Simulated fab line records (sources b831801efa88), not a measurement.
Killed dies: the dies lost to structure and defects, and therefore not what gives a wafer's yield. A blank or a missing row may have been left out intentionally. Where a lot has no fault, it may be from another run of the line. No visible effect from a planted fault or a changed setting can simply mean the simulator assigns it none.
Lot-split experiment | flow sky130 | 5 lots, 23 wafers read, on a route of 708 steps

SPLIT DETAILS
At SKY_POLY_GATE_COAT_08 (resist thk 450 nm), the setting resistThkNm was moved away from the recipe's 450 nm on 9 of the 23 wafers read, by -2.4% to +2.8%. This setting was run at the recipe's value on the other wafers.

FROM THE SPLIT TO THE READING: what the file shows between them, 2 steps
- SKY_POLY_GATE_SOFTBAKE_09: time 90 s
- SKY_POLY_GATE_EXPOSE_10: exposes mask P1M, target cd 150 nm

THE READING
KrF-thick_of_POLY_GATE_COAT_08.thkNm (the simulator's own value, which no gauge read), in nm, at SKY_POLY_GATE_ETCH_15 (etches BARC in N2/H2, stops on SiO2, time 118.5 s, target depth 110 nm). There is no usual value for it anywhere in the file. Here, 14 wafers ran the recipe; their average is 343.8 nm with a standard deviation of 1.7 nm.

wafer  | tool, chamber at the split | resistThkNm as run, nm | against the recipe | KrF-thick_of_POLY_GATE_COAT_08.thkNm, nm | against lot-mates on the recipe
L076.1 | lithoTrack-01, 0           | 462.7                  | +2.8%              | 358.1                                    | +12.8
L076.2 | lithoTrack-01, 0           | 462.7                  | +2.8%              | 358                                      | +12.7
L076.3 | lithoTrack-01, 0           | 450                    | recipe             | 346.7                                    | -
L076.4 | lithoTrack-01, 0           | 450                    | recipe             | 344.1                                    | -
L076.5 | lithoTrack-01, 0           | 450                    | recipe             | 345                                      | -
L078.2 | lithoTrack-04, 0           | 450                    | recipe             | 340.8                                    | -
L078.5 | lithoTrack-04, 0           | 450                    | recipe             | 341.8                                    | -
L078.6 | lithoTrack-04, 0           | 450                    | recipe             | 343.1                                    | -
L079.2 | lithoTrack-01, 0           | 450                    | recipe             | 343.6                                    | -
L079.3 | lithoTrack-01, 0           | 457.2                  | +1.6%              | 351.6                                    | +7.3
L079.4 | lithoTrack-01, 0           | 450                    | recipe             | 346                                      | -
L079.5 | lithoTrack-01, 0           | 457.2                  | +1.6%              | 349.4                                    | +5.1
L079.6 | lithoTrack-01, 0           | 450                    | recipe             | 343.3                                    | -
L080.1 | lithoTrack-01, 0           | 439.3                  | -2.4%              | 333                                      | -11.9
L080.2 | lithoTrack-01, 0           | 439.3                  | -2.4%              | 333.7                                    | -11.2
L080.3 | lithoTrack-01, 0           | 450                    | recipe             | 344                                      | -
L080.4 | lithoTrack-01, 0           | 439.3                  | -2.4%              | 331.1                                    | -13.8
L080.5 | lithoTrack-01, 0           | 450                    | recipe             | 345.7                                    | -
L085.1 | lithoTrack-04, 0           | 450                    | recipe             | 341.6                                    | -
L085.2 | lithoTrack-04, 0           | 460.8                  | +2.4%              | 352.9                                    | +9.9
L085.3 | lithoTrack-04, 0           | 450                    | recipe             | 344.7                                    | -
L085.5 | lithoTrack-04, 0           | 450                    | recipe             | 342.6                                    | -
L085.6 | lithoTrack-04, 0           | 460.8                  | +2.4%              | 354.2                                    | +11.2

FIT RESULTS
A straight line over all 23 wafers: KrF-thick_of_POLY_GATE_COAT_08.thkNm changes by +4.63 nm for each +1% of resistThkNm; r = +0.97; the points scatter about the line by 1.6 nm.
The same after taking each lot's own level away (the mean of its wafers on the recipe; 23 wafers): +4.69 nm for each +1%; r = +0.99; scatter 1.2 nm.
The reading moves by 13 nm for the largest change in resistThkNm, on that fit.
From 341.90 to 345.27 nm: that is the span of the lots' own levels, equal to 2.0 times the standard deviation above.
The two slopes are in agreement: the lot-to-lot level therefore moves the slope only a little.
Check: +12.9 nm against its lot-mates is what the line predicts for one of the wafers moved furthest among these (+2.8%) when that wafer is left out of the fit. It came out at +12.8 nm against them.

FURTHER SPLITS ON THESE WAFERS
Before the reading, these wafers also passed through other splits. Each is held against what the fit with the lots' levels taken away leaves over:
other split on the same wafers            | wafers away from the commonest value | r with KrF-thick_of_POLY_GATE_COAT_08.thkNm (lot level and that fit taken away)
SKY_VT_ADJUST_NCORE_EXPOSE_04 doseMj      | 5                                    | +0.08
SKY_VT_ADJUST_NCORE_DEVELOP_06 devTempC   | 10                                   | -0.17
SKY_VT_ADJUST_HVTR_IMPLANT_09 energyKev   | 4                                    | -0.10
SKY_VT_ADJUST_PCH_COAT_02 resistThkNm     | 8                                    | +0.00
SKY_VT_ADJUST_PCH_DEVELOP_06 developTimeS | 8                                    | +0.26
SKY_SONOS_TUNNEL_IMPLANT_09 energyKev     | 7                                    | -0.06
SKY_SONOS_ONO_OXIDATION_00 tempC          | 15                                   | -0.02
SKY_SONOS_ONO_ETCH_15 sourceW             | 8                                    | +0.39
SKY_GATE_OXIDE_COAT_05 resistThkNm        | 11                                   | +0.20
SKY_GATE_OXIDE_IMPLANT_11 doseCm2         | 8                                    | -0.16
SKY_POLY_GATE_IMPLANT_02 doseCm2          | 10                                   | -0.25

THE WHOLE CHAIN: every reading that the file lists as answering this split, in the file's order
step                  | what it does                                                           | reading                                                                               | change (the file's fit)              | r (the file's)
SKY_POLY_GATE_COAT_08 | resist thk 450 nm                                                      | KrF-thick_of_POLY_GATE_COAT_08.thkNm (the simulator's own value, which no gauge read) | +4.55 nm for each +1% of the setting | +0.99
SKY_POLY_GATE_ETCH_15 | etches BARC in N2/H2, stops on SiO2, time 118.5 s, target depth 110 nm | KrF-thick_of_POLY_GATE_COAT_08.thkNm (the simulator's own value, which no gauge read) | +4.59 nm for each +1% of the setting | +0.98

THE FILE'S OWN FIT
KrF-thick_of_POLY_GATE_COAT_08.thkNm changes by +4.59 nm for each +1% of resistThkNm, r = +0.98.
